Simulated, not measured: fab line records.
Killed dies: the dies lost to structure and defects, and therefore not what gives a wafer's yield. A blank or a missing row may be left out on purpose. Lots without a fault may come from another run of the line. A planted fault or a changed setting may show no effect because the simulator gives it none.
A lot that was struck, set against a sound lot    flow sky130    20 out of 708 route steps
Sound: wafers L432.2, L432.4, L432.5. Struck: wafer L446.1 (left out: L446.2, a lot-mate that was not struck); the cause follows at the end.
For every step that has rows: the tool of each side, followed by ch and its chambers, followed by its first start. Under that, the readings that differ: sound wafers    struck wafers    difference of the means    sigmas: that difference in standard deviations of wafers without a fault.
alike: a reading whose means differ by less than 2 such deviations, as well as words and numbers matching on both sides. not compared: withheld readings; readings where some wafer has no value; bounds like >300 that might hide an equal value; numbers whose values overlap and for which the record gives no deviation.
Wherever a step has rows on one side only, a row that says differs or no value, or a row with sigmas, the two part there. When numbers do not overlap yet have no deviation, they are printed without sigmas and do not part them. Lack of a reading on every wafer of one side parts them only where that side has two or more wafers.

SKY_METAL2_SPUTTER_02: material AlCu, target thk 250 nm, time 13.3 s.
  struck on pvd_sputter-03, day 39 02:58; sound on pvd_sputter-04, day 35 17:45
reading                 sound           struck  difference  sigmas
throttle_valve_pct (%)  31.1 32.2 31.2  28.8    -2.7        -2
SKY_METAL2_SPUTTER_03: material Ti, target thk 5 nm, time 3.3 s.
  struck on pvd_sputter-03, day 39 02:59; sound on pvd_sputter-04, day 35 17:46
reading                 sound           struck  difference  sigmas
throttle_valve_pct (%)  31.1 32.4 31.2  28.9    -2.7        -2
SKY_METAL2_SPUTTER_04: material TiN, target thk 70 nm, time 58.3 s.
  struck on pvd_sputter-03, day 39 03:01; sound on pvd_sputter-04, day 35 17:47
reading                 sound           struck  difference  sigmas
throttle_valve_pct (%)  31.2 32.5 31.3  28.7    -3.0        -2
SKY_METAL2_RS_MEAS_05: measures by four-point-probe.
  struck on film_metro-01, day 39 03:03; sound on film_metro-01, day 35 17:52
  alike: METAL2_ALCU_RS
SKY_METAL2_THK_MEAS_06: measures by xrf.
  struck on film_metro-01, day 39 03:10; sound on film_metro-01, day 35 17:58
  alike: METAL2_ALCU_THK
then, 7 steps without rows for these wafers: SKY_METAL2_DEHYDRATE_07 (time 60 s); SKY_METAL2_HMDS_08 (prime time 60 s); SKY_METAL2_COAT_09 (resist thk 60 nm); SKY_METAL2_COAT_10 (resist thk 450 nm); SKY_METAL2_SOFTBAKE_11 (time 90 s); SKY_METAL2_EXPOSE_12 (exposes mask MM2, target cd 140 nm); SKY_METAL2_PEB_13.
SKY_METAL2_DEVELOP_14: develop time 60 s.
  sound on litho_track-02 ch 0, day 36 19:00; struck on litho_track-01 ch 0, day 40 03:00
SKY_METAL2_CD_MEAS_15: target cd 140 nm.
  struck on cd_sem-01, day 40 03:22; sound on cd_sem-02, day 36 19:49
reading     sound              struck  difference  sigmas
cd_nm (nm)  140.5 139.2 139.7  136.7   -3.1        -2
SKY_METAL2_OVL_MEAS_16:
  struck on overlay-02, day 40 03:29; sound on overlay-01, day 36 19:55
  alike: METAL2_OVL
SKY_METAL2_DESCUM_17: chemistry O2, time 8 s.
  sound on rie_metal-04 ch 0,1, day 36 19:56; struck on rie_metal-04 ch 1, day 40 03:31
reading                  sound              struck  difference  sigmas
model.METAL2.cd_nm (nm)  140.7 139.8 139.5  136.7   -3.3        
  alike: drypump_motor_current_A, oes_product_au, rf_fwd_power_W
  not compared: rf_hours_counter_h
SKY_METAL2_ETCH_18: etches BARC in N2/H2, stops on SiO2, time 45.9 s, target depth 60 nm.
  sound on rie_metal-04 ch 0,1, day 36 19:59; struck on rie_metal-04 ch 1, day 40 03:32
reading                 sound                 struck  difference  sigmas
throttle_valve_pct (%)  13.206 13.231 13.233  13.249  +0.026      +3
  alike: drypump_motor_current_A, oes_product_au, rf_fwd_power_W
  not compared: rf_hours_counter_h
SKY_METAL2_METAL_ETCH_19: etches the open film in Cl2/BCl3, stops on SiO2, target depth 360 nm, time 78 s.
  sound on rie_metal-04 ch 0,1, day 36 20:02; struck on rie_metal-04 ch 1, day 40 03:37
reading                  sound              struck  difference  sigmas
model.METAL2.cd_nm (nm)  138.9 138.7 139.5  137.6   -1.4        
  alike: bcl3_flow_sccm, drypump_motor_current_A, oes_product_au, rf_fwd_power_W, throttle_valve_pct
  not compared: rf_hours_counter_h
SKY_METAL2_STRIP_20: strips in O2/N2.
  sound on plasma_asher-04 ch 0,1, day 36 20:08; struck on plasma_asher-04 ch 1, day 40 03:42
  alike: drypump_motor_current_A, oes_product_au, strip_time_to_endpoint_s
  not compared: rf_hours_counter_h
SKY_PAD_OPEN_PROBE_99:
  the record holds rows for the sound wafers here (prober-02, day 47 01:52) but none for the struck ones

## WHERE THEY PART
Earliest at SKY_METAL2_SPUTTER_02; latest, in this record, at SKY_PAD_OPEN_PROBE_99.

WHY: the cause the simulator had injected
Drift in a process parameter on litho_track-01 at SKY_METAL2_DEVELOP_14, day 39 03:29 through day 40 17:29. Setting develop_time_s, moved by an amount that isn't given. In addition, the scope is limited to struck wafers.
